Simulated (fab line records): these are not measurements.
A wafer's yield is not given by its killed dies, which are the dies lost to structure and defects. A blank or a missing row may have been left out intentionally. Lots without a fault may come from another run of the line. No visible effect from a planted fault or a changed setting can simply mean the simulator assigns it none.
The same fault as seen by 2 desks -- flow sky130 -- every desk sees just its own numbers, and what lay behind them comes last

## AT THE METROLOGY DESK
Lot by lot, what the gauges showed, no matter which tool ran the lot: averages of those sampled wafers that carry a number. Any lot whose mean is over 4 standard deviations away from the usual mean is out of limits and marked OUT; that distance is given in the brackets.
Columns: A = METAL1_OVL at SKY_METAL1_OVL_MEAS_16, usual -1 nm; B = VIA1_HDPCVD_THK at SKY_VIA1_THK_MEAS_01, usual 1030 nm; C = VIA1_BOW at SKY_VIA1_BOW_MEAS_03, usual 80 um; D = VIA1_W_RS at SKY_VIA1_RS_MEAS_22, usual 0.423 ohm/sq; E = VIA1_W_THK at SKY_VIA1_THK_MEAS_23, usual 269 nm
lot,first seen here,A,B,C,D,E
L310,day 33 06:34,-2,1038,86,0.422,270
L311,day 33 15:58,1,1030,84,0.423,269
L313,day 34 10:12,-3,1042,80,0.427,264
L314,day 34 23:57,-1,1039,86,0.245 (-30) OUT,458 (+43) OUT
L316,day 35 01:50,6,1047,73,0.245 (-30) OUT,462 (+44) OUT
L319,day 36 11:56,1,1037,83,0.424,267
L325,day 38 03:55,-1,1026,83,0.427,267
L326,day 38 08:18,-4,1023,73,0.423,269
L327,day 38 17:26,5,1022,74,0.426,268
L328,day 39 01:31,0,1018,84,0.413,275
L330,day 39 17:34,1,1032,79,0.426,266
This desk's result: L314, L316 out of limits, first on L314 (VIA1_W_RS at SKY_VIA1_RS_MEAS_22), day 36 04:07. Within limits: L310, L311, L313, L319, L325, L326, L327, L328, L330.

## DESK OF THE TOOL OWNER: cvdW-01
The tool's own readings at SKY_VIA1_CVD_21 (deposits W, target thk 270 nm, time 80.902 s): means of the sampled wafers that have a number, for each lot that ran on this tool. Any lot whose mean is over 4 standard deviations away from the usual mean is out of limits and marked OUT; that distance is given in the brackets.
Columns: A = heaterPowerOuterW at SKY_VIA1_CVD_21, usual 491 W; B = heaterPowerW at SKY_VIA1_CVD_21, usual 797 W
lot,first seen here,A,B
L310,day 34 11:39,475,757
L313,day 35 14:48,480,793
L314,day 36 04:01,484,792
L316,day 36 06:46,491,777
L325,day 39 07:25,478,757
L327,day 39 20:26,490,771
L330,day 40 21:17,481,751
This desk's verdict: no lot among the 7 shows anything out of limits.

## BROUGHT TOGETHER
Metrology desk: alarm possible at day 36 04:07 on L314, L316.
The desk of the tool owner found nothing out of limits.
Tool owner's desk: L314, L316 on record, inside its limits.
Every lot named ran SKY_VIA1_CVD_21 on cvdW-01.

## WHAT THE SIMULATOR PUT IN
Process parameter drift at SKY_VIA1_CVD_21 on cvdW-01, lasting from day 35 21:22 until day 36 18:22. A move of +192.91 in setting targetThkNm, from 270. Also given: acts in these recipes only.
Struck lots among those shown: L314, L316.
Hours from the fault's start to each desk's first reading out of limits: the metrology desk, 7.
